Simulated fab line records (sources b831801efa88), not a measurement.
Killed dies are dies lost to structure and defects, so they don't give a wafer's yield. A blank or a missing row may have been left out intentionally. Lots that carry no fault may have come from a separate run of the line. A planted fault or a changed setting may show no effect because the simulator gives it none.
8D (eight disciplines) problem report, filled in by code    flow gf180mcu    the parts of the form that need people (team, actions taken, sign-off) are left out

1. WHAT WENT WRONG
strip-time-to-endpoint-s at GF_DNWELL_STRIP_08 reads a mean of 36.22 s on 6 wafers of 2 lots; wafers without a fault read 35.61 s with a standard deviation of 0.085. Measured from the usual mean, that is +7.2 standard deviations.
The step: strips in O2/N2.
Earliest sighting: wafer L617.3 on plasma-asher-03 at day 6 09:16. At this step, 42 wafers from 14 lots have a number in the record. The rule behind "out" and "out of limits": a value lying over 4 standard deviations away from the usual mean. Any other wafer with a number is counted as sound.

2. WHAT IT IS, WHAT IT ISN'T
question                     is                        is not
which readings at this step  strip-time-to-endpoint-s  drypump-motor-current-A
which lots                   L617, L618                L601, L602, L604, L606, L607, L609, L610, L611, L614, L621, L622, L623
which wafers of those lots   all that have a number    -
read on which tools          plasma-asher-03           plasma-asher-02, plasma-asher-04
when                         from day 6 09:16          up to then (27 sound wafers); but 9 sound wafers of L621, L622, L623 came after

3. SUSPECTS, AND WHAT RULES EACH OUT
Counting: a tool at a process step up to the reading stays a suspect if it ran every lot that is out and no sound lot after the first of them.
- litho-track-01 at GF_DNWELL_COAT_02 (resist thk 3000 nm): kept. Every lot that is out went through it, starting with L617 (day 6 01:13), and after that it ran no sound lot; the last sound lot it ran before then is L614 (day 5 11:56).
- plasma-asher-03 at GF_DNWELL_STRIP_08 (strips in O2/N2): ruled out as a lasting fault. The sound lots L622 went through it after L617, its earliest lot that is out (day 6 09:16).
After counting, what remains is litho-track-01 at GF_DNWELL_COAT_02.

4. THE CAUSE (what the simulator had put in)
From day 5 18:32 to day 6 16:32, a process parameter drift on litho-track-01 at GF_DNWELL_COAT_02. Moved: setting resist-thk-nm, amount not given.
Counting left only this tool.

5. THE EFFECT CHAIN, in route order
Each row: a reading whose mean over the struck wafers that have a number lies more than 3 standard deviations from the usual. Only readings for which the record gives a usual standard deviation are gone through. hours: the time from each lot's start at the first step in this table that gives one to its start at this step, as a median over the lots. sigmas: the change in usual standard deviations.
hours  step                reading                   usual    on struck wafers  change  sigmas
0      GF_DNWELL_STRIP_08  strip-time-to-endpoint-s  35.61 s  36.22             +0.61   +7.2
It contains these process steps:
- GF_DNWELL_STRIP_08: strips in O2/N2.
Later steps that measure or inspect, where all struck wafers having a row at the step show a number for every such reading and not one has moved that far: GF_M3_OVL_MEAS_15, GF_V3_BOW_MEAS_05.

6. HOW IT WOULD HAVE BEEN CAUGHT EARLIER
The fault began at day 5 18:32; the first out-of-limits reading in this record came at day 6 09:16, 15 hours later.
Lots out: 2; all had begun GF_DNWELL_COAT_02 on litho-track-01 by day 6 09:16. Had the tool been put on hold then, not one of them would have been saved.
